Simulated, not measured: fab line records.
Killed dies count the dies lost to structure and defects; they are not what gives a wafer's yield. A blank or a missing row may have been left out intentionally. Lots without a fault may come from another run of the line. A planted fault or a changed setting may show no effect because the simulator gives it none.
What tool caused it? ; flow sky130 ; 42 wafers from 14 lots sampled at 4 of the route's 708 steps

## WHAT THE GAUGES SHOWED, per wafer
SKY_LOCAL_INTERCONNECT_CD_MEAS_11: target cd 170 nm.
lot;measured;on;cdNm (nm)
L829;day 30 04:23;cdSem-02;169.3 170.0 168.3
L830;day 30 15:53;cdSem-01;168.8 169.0 168.3
L832;day 31 08:09;cdSem-01;169.6 171.7 170.2
L834;day 31 19:43;cdSem-02;171.4 171.0 171.7
L835;day 32 08:11;cdSem-02;172.7 170.6 171.9
L837;day 33 07:35;cdSem-01;169.3 167.5 168.4
L840;day 33 18:47;cdSem-01;167.7 167.2 166.4
L839;day 33 22:14;cdSem-01;170.4 171.6 170.4
L841;day 34 03:59;cdSem-02;167.9 168.7 168.5
L844;day 35 10:06;cdSem-02;167.4 165.7 167.3
L845;day 35 15:35;cdSem-01;171.5 172.1 169.7
L847;day 36 04:02;cdSem-02;169.0 170.6 167.9
L851;day 37 07:08;cdSem-01;169.0 168.3 170.2
L852;day 37 09:17;cdSem-01;171.8 171.0 171.1

## EACH LOT AND THE TOOL THAT RAN IT (in order: tool; ch and the chambers of the sampled wafers; start)
lot;SKY_LDD_HVN_DEVELOP_06;SKY_LI_CONTACT_STRIP_16;SKY_LI_CONTACT_CMP_24
L829;lithoTrack-04 ch 0, day 20 04:44;plasmaAsher-01 ch 0,1, day 28 23:58;cmp-02 ch 2,3, day 29 00:45
L830;lithoTrack-04 ch 0, day 20 16:14;plasmaAsher-03 ch 0,1, day 29 12:02;cmp-01 ch 0,2,3, day 29 12:53
L832;lithoTrack-01 ch 0, day 21 09:29;plasmaAsher-04 ch 0,1, day 30 04:01;cmp-01 ch 0,1,3, day 30 04:50
L834;lithoTrack-04 ch 0, day 22 02:04;plasmaAsher-01 ch 0, day 30 15:34;cmp-01 ch 1,2, day 30 16:20
L835;lithoTrack-02 ch 0, day 22 13:58;plasmaAsher-03 ch 0,1, day 31 04:38;cmp-02 ch 0,2,3, day 31 05:25
L837;lithoTrack-01 ch 0, day 23 15:56;plasmaAsher-04 ch 0,1, day 32 03:31;cmp-01 ch 1,2,3, day 32 04:16
L840;lithoTrack-04 ch 0, day 24 04:31;plasmaAsher-04 ch 0,1, day 32 14:55;cmp-02 ch 1,3, day 32 15:40
L839;lithoTrack-04 ch 0, day 24 04:49;plasmaAsher-03 ch 0,1, day 32 18:29;cmp-02 ch 0,2,3, day 32 19:19
L841;lithoTrack-01 ch 0, day 24 17:03;plasmaAsher-03 ch 0, day 33 00:40;cmp-01 ch 0,1,3, day 33 01:27
L844;lithoTrack-01, day 26 03:41;plasmaAsher-01 ch 0,1, day 34 06:29;cmp-02 ch 1,3, day 34 07:14
L845;lithoTrack-04, day 26 04:47;plasmaAsher-01 ch 0,1, day 34 11:47;cmp-02 ch 0,1,2, day 34 12:39
L847;lithoTrack-04 ch 0, day 26 15:17;plasmaAsher-04 ch 0,1, day 35 00:41;cmp-02 ch 0,1,3, day 35 01:25
L851;lithoTrack-02 ch 0, day 28 00:31;plasmaAsher-01 ch 0,1, day 36 03:16;cmp-02 ch 2,3, day 36 04:08
L852;lithoTrack-02 ch 0, day 28 05:25;plasmaAsher-04 ch 0,1, day 36 06:02;cmp-01 ch 1,2,3, day 36 06:49
- SKY_LDD_HVN_DEVELOP_06: develop time 60 s.
- SKY_LI_CONTACT_STRIP_16: strips in O2/N2.
- SKY_LI_CONTACT_CMP_24: polishes, stops on PSG, t overpolish 20 s, target thk 0 nm.

## AS READ BY THE TOOLS THEMSELVES (means over the sampled wafers that have a number; for cases with no such wafer, the mark the record gives instead)
SKY_LDD_HVN_DEVELOP_06.
lot;tool;chillPlateTempC (C)
L829;lithoTrack-04;23.17
L830;lithoTrack-04;22.99
L832;lithoTrack-01;23.06
L834;lithoTrack-04;23.18
L835;lithoTrack-02;23.06
L837;lithoTrack-01;22.99
L840;lithoTrack-04;22.86
L839;lithoTrack-04;23.11
L841;lithoTrack-01;23.01
L844;lithoTrack-01;-
L845;lithoTrack-04;-
L847;lithoTrack-04;23.07
L851;lithoTrack-02;22.87
L852;lithoTrack-02;22.93

SKY_LI_CONTACT_STRIP_16.
lot;tool;drypumpMotorCurrentA (A);oesProductAu (a.u.);stripTimeToEndpointS (s)
L829;plasmaAsher-01;5.6;0.376;3.522
L830;plasmaAsher-03;5.8;0.377;3.485
L832;plasmaAsher-04;5.7;0.377;3.487
L834;plasmaAsher-01;5.2;0.374;3.472
L835;plasmaAsher-03;5.4;0.379;3.514
L837;plasmaAsher-04;5.7;0.381;3.512
L840;plasmaAsher-04;5.7;0.376;3.507
L839;plasmaAsher-03;5.4;0.374;3.541
L841;plasmaAsher-03;6.3;0.377;3.480
L844;plasmaAsher-01;5.4;0.377;3.494
L845;plasmaAsher-01;5.6;0.376;3.482
L847;plasmaAsher-04;5.7;0.380;3.478
L851;plasmaAsher-01;5.6;0.376;3.502
L852;plasmaAsher-04;5.7;0.377;3.496

SKY_LI_CONTACT_CMP_24.
lot;tool;motorCurrentA (A);overpolishRunS (s);slurryFilterDpKPa (kPa);timeToEndpointS (s)
L829;cmp-02;12.6;19.994;13.56;95
L830;cmp-01;10.2;20.000;13.44;98
L832;cmp-01;10.8;19.992;13.59;99
L834;cmp-01;11.2;19.996;13.57;97
L835;cmp-02;12.5;20.003;13.56;95
L837;cmp-01;10.5;19.997;13.42;103
L840;cmp-02;12.4;20.001;13.59;95
L839;cmp-02;12.3;19.996;13.49;97
L841;cmp-01;10.9;19.999;13.56;98
L844;cmp-02;12.3;20.001;13.59;96
L845;cmp-02;12.8;19.995;13.40;97
L847;cmp-02;12.4;19.993;13.55;95
L851;cmp-02;13.2;19.995;13.33;99
L852;cmp-01;10.8;19.999;13.41;98

## THE ANSWER, worked out from the rows above alone
Rule: the lots themselves supply what counts as usual. Put in order of their means at a reading, lots are off if they are a third of the lots or fewer, leave a main group of 4 or more, and stand apart from it by a gap of 3 or more times the standard deviation of the main group's means; of several such gaps the widest counts. The tables above print the reading to a certain number of digits; a main group whose means all agree to those digits is not used. A lot without any number at a reading at which 4 lots or more have one is off too. The other lots that the step has rows for count as sound. Order of review: gauges by route order, followed by the tools' own readings, for which a lot's mean as printed above is used. At the first step where some lot is off, the reading lying furthest off is the one used; lots without a number count as furthest.
Off, at SKY_LDD_HVN_DEVELOP_06 on chillPlateTempC: L844, L845. Without a number there: L844, L845. The main group: mean 23.02 C, standard deviation 0.1.
If a tool, at that step or one of the process steps before it, ran each lot that is off and ran no sound lot following the first of them, it fits. No candidate that was tried fits.

## WHAT THE SIMULATOR PUT IN
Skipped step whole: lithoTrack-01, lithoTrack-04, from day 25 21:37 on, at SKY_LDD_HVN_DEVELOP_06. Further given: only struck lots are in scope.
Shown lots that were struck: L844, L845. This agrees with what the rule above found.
